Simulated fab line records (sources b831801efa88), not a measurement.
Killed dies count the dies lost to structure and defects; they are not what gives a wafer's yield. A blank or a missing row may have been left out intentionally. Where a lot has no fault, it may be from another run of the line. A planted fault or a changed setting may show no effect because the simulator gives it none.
Which tool did it? / flow sky130 / 36 wafers from 12 lots sampled at 4 of the route's 708 steps

== WHAT THE GAUGES SHOWED, per wafer ==
SKY_VIA2_RS_MEAS_22: measures by four-point-probe. Usual: VIA2_W_RS typically reads 0.273 ohm/sq, with standard deviation 0.0032.
lot=L508; measured=day 36 04:08; on=film metro-03; VIA2_W_RS (ohm/sq)=0.268 0.276 0.276; flag=
lot=L510; measured=day 37 10:50; on=film metro-01; VIA2_W_RS (ohm/sq)=0.273 0.270 0.270; flag=
lot=L511; measured=day 37 21:11; on=film metro-03; VIA2_W_RS (ohm/sq)=0.277 0.278 0.277; flag=
lot=L512; measured=day 37 22:22; on=film metro-02; VIA2_W_RS (ohm/sq)=0.278 0.274 0.280; flag=
lot=L515; measured=day 38 23:07; on=film metro-02; VIA2_W_RS (ohm/sq)=0.273 0.270 0.274; flag=
lot=L516; measured=day 39 05:16; on=film metro-02; VIA2_W_RS (ohm/sq)=0.272 0.276 0.271; flag=
lot=L518; measured=day 39 23:04; on=film metro-02; VIA2_W_RS (ohm/sq)=0.274 0.275 0.271; flag=
lot=L519; measured=day 40 02:56; on=film metro-01; VIA2_W_RS (ohm/sq)=0.273 0.271 0.269; flag=
lot=L520; measured=day 40 09:22; on=film metro-02; VIA2_W_RS (ohm/sq)=0.271 0.273 0.271; flag=
lot=L527; measured=day 43 00:44; on=film metro-03; VIA2_W_RS (ohm/sq)=0.275 0.275 0.276; flag=
lot=L528; measured=day 43 02:08; on=film metro-03; VIA2_W_RS (ohm/sq)=0.273 0.273 0.271; flag=
lot=L529; measured=day 44 12:02; on=film metro-02; VIA2_W_RS (ohm/sq)=0.276 0.274 0.271; flag=

SKY_VIA2_THK_MEAS_23: measures by xrf. Usual: VIA2_W_THK typically reads 428 nm, with standard deviation 7.3.
lot=L508; measured=day 36 04:14; on=film metro-03; VIA2_W_THK (nm)=432 419 419; flag=
lot=L510; measured=day 37 10:58; on=film metro-01; VIA2_W_THK (nm)=432 437 436; flag=
lot=L511; measured=day 37 21:18; on=film metro-03; VIA2_W_THK (nm)=423 422 426; flag=
lot=L512; measured=day 37 22:29; on=film metro-02; VIA2_W_THK (nm)=414 417 409; flag=
lot=L515; measured=day 38 23:14; on=film metro-02; VIA2_W_THK (nm)=421 424 424; flag=
lot=L516; measured=day 39 05:23; on=film metro-02; VIA2_W_THK (nm)=429 422 429; flag=
lot=L518; measured=day 39 23:11; on=film metro-02; VIA2_W_THK (nm)=427 421 430; flag=
lot=L519; measured=day 40 03:02; on=film metro-01; VIA2_W_THK (nm)=427 431 432; flag=
lot=L520; measured=day 40 09:29; on=film metro-02; VIA2_W_THK (nm)=433 426 433; flag=
lot=L527; measured=day 43 00:50; on=film metro-03; VIA2_W_THK (nm)=427 427 424; flag=
lot=L528; measured=day 43 02:16; on=film metro-03; VIA2_W_THK (nm)=429 431 430; flag=
lot=L529; measured=day 44 12:10; on=film metro-02; VIA2_W_THK (nm)=416 421 426; flag=

== WHICH TOOL RAN EACH LOT (tool, then ch and the chambers of the sampled wafers, then the start) ==
lot=L508; SKY_VIA2_DEVELOP_11=litho track-03 ch 0, day 36 02:00; SKY_VIA2_ETCH_15=rie diel-01 ch 0,2,3, day 36 03:14
lot=L510; SKY_VIA2_DEVELOP_11=litho track-04 ch 0, day 37 09:00; SKY_VIA2_ETCH_15=rie diel-01 ch 2,3, day 37 09:57
lot=L511; SKY_VIA2_DEVELOP_11=litho track-03 ch 0, day 37 19:00; SKY_VIA2_ETCH_15=rie diel-02 ch 0,3, day 37 20:17
lot=L512; SKY_VIA2_DEVELOP_11=litho track-02 ch 0, day 37 21:00; SKY_VIA2_ETCH_15=rie diel-01 ch 0,1,2, day 37 21:31
lot=L515; SKY_VIA2_DEVELOP_11=litho track-03 ch 0, day 38 21:00; SKY_VIA2_ETCH_15=rie diel-02 ch 0,1,3, day 38 22:14
lot=L516; SKY_VIA2_DEVELOP_11=litho track-03 ch 0, day 39 04:00; SKY_VIA2_ETCH_15=rie diel-02 ch 0,1,3, day 39 04:23
lot=L518; SKY_VIA2_DEVELOP_11=litho track-03 ch 0, day 39 21:00; SKY_VIA2_ETCH_15=rie diel-01 ch 0,1,2, day 39 22:05
lot=L519; SKY_VIA2_DEVELOP_11=litho track-03 ch 0, day 40 01:00; SKY_VIA2_ETCH_15=rie diel-01 ch 0,1,2, day 40 02:02
lot=L520; SKY_VIA2_DEVELOP_11=litho track-03 ch 0, day 40 08:00; SKY_VIA2_ETCH_15=rie diel-01 ch 0,1,2, day 40 08:29
lot=L527; SKY_VIA2_DEVELOP_11=litho track-02 ch 0, day 42 23:00; SKY_VIA2_ETCH_15=rie diel-01 ch 0,1,3, day 42 23:52
lot=L528; SKY_VIA2_DEVELOP_11=litho track-04 ch 0, day 43 00:00; SKY_VIA2_ETCH_15=rie diel-01 ch 1,2,3, day 43 01:18
lot=L529; SKY_VIA2_DEVELOP_11=litho track-03 ch 0, day 44 10:00; SKY_VIA2_ETCH_15=rie diel-03 ch 0,2,3, day 44 11:11
- SKY_VIA2_DEVELOP_11: develop time 60 s.
- SKY_VIA2_ETCH_15: etches SiO2 in C4F8/O2/Ar, stops on TiN, target depth 546 nm, time 84 s.

== WHAT THE TOOLS THEMSELVES READ (means of the sampled wafers that have a number; where no wafer has one, the mark that the record gives instead) ==
SKY_VIA2_DEVELOP_11. Usual: developer temp C 20.98 C, standard deviation 0.11; resist line temp C 23.02 C, standard deviation 0.11.
lot=L508; tool=litho track-03; developer temp C (C)=20.92; resist line temp C (C)=22.89; flag=
lot=L510; tool=litho track-04; developer temp C (C)=20.79; resist line temp C (C)=22.93; flag=
lot=L511; tool=litho track-03; developer temp C (C)=21.02; resist line temp C (C)=23.15; flag=
lot=L512; tool=litho track-02; developer temp C (C)=20.94; resist line temp C (C)=23.08; flag=
lot=L515; tool=litho track-03; developer temp C (C)=20.88; resist line temp C (C)=22.86; flag=
lot=L516; tool=litho track-03; developer temp C (C)=20.90; resist line temp C (C)=22.87; flag=
lot=L518; tool=litho track-03; developer temp C (C)=21.87; resist line temp C (C)=23.00; flag=OFF
lot=L519; tool=litho track-03; developer temp C (C)=21.84; resist line temp C (C)=22.99; flag=OFF
lot=L520; tool=litho track-03; developer temp C (C)=21.97; resist line temp C (C)=22.99; flag=OFF
lot=L527; tool=litho track-02; developer temp C (C)=20.86; resist line temp C (C)=23.06; flag=
lot=L528; tool=litho track-04; developer temp C (C)=20.98; resist line temp C (C)=23.05; flag=
lot=L529; tool=litho track-03; developer temp C (C)=21.02; resist line temp C (C)=22.91; flag=

SKY_VIA2_ETCH_15. Usual: bias w 1200 W, standard deviation 3.3; oes product au 0.940 a.u., standard deviation 0.0044.
lot=L508; tool=rie diel-01; bias w (W)=1200; oes product au (a.u.)=0.943; flag=
lot=L510; tool=rie diel-01; bias w (W)=1199; oes product au (a.u.)=0.938; flag=
lot=L511; tool=rie diel-02; bias w (W)=1200; oes product au (a.u.)=0.937; flag=
lot=L512; tool=rie diel-01; bias w (W)=1198; oes product au (a.u.)=0.936; flag=
lot=L515; tool=rie diel-02; bias w (W)=1197; oes product au (a.u.)=0.938; flag=
lot=L516; tool=rie diel-02; bias w (W)=1199; oes product au (a.u.)=0.939; flag=
lot=L518; tool=rie diel-01; bias w (W)=1202; oes product au (a.u.)=0.940; flag=
lot=L519; tool=rie diel-01; bias w (W)=1202; oes product au (a.u.)=0.945; flag=
lot=L520; tool=rie diel-01; bias w (W)=1199; oes product au (a.u.)=0.945; flag=
lot=L527; tool=rie diel-01; bias w (W)=1202; oes product au (a.u.)=0.938; flag=
lot=L528; tool=rie diel-01; bias w (W)=1197; oes product au (a.u.)=0.941; flag=
lot=L529; tool=rie diel-03; bias w (W)=1200; oes product au (a.u.)=0.942; flag=

== THE ANSWER, worked out from the rows above alone ==
Rule: a lot counts as off when the mean over its wafers that have a number is more than 3 standard deviations away from the usual mean. A lot without any number at a reading at which 4 lots or more have one is off too. The other lots that the step has rows for count as sound. After the gauges, taken in route order, come the tools' own readings; for these a lot's mean is taken, as printed above. The first step at which some lot is off is used, and at that step the reading that is off furthest; a lot without a number counts as furthest.
Off, at SKY_VIA2_DEVELOP_11 on developer temp C: L518, L519, L520.
A tool fits if, at that step or a process step before it, it ran every lot that is off, and no sound lot after the first of them. None of those tried fits.

== WHAT HAD BEEN PUT IN BY THE SIMULATOR ==
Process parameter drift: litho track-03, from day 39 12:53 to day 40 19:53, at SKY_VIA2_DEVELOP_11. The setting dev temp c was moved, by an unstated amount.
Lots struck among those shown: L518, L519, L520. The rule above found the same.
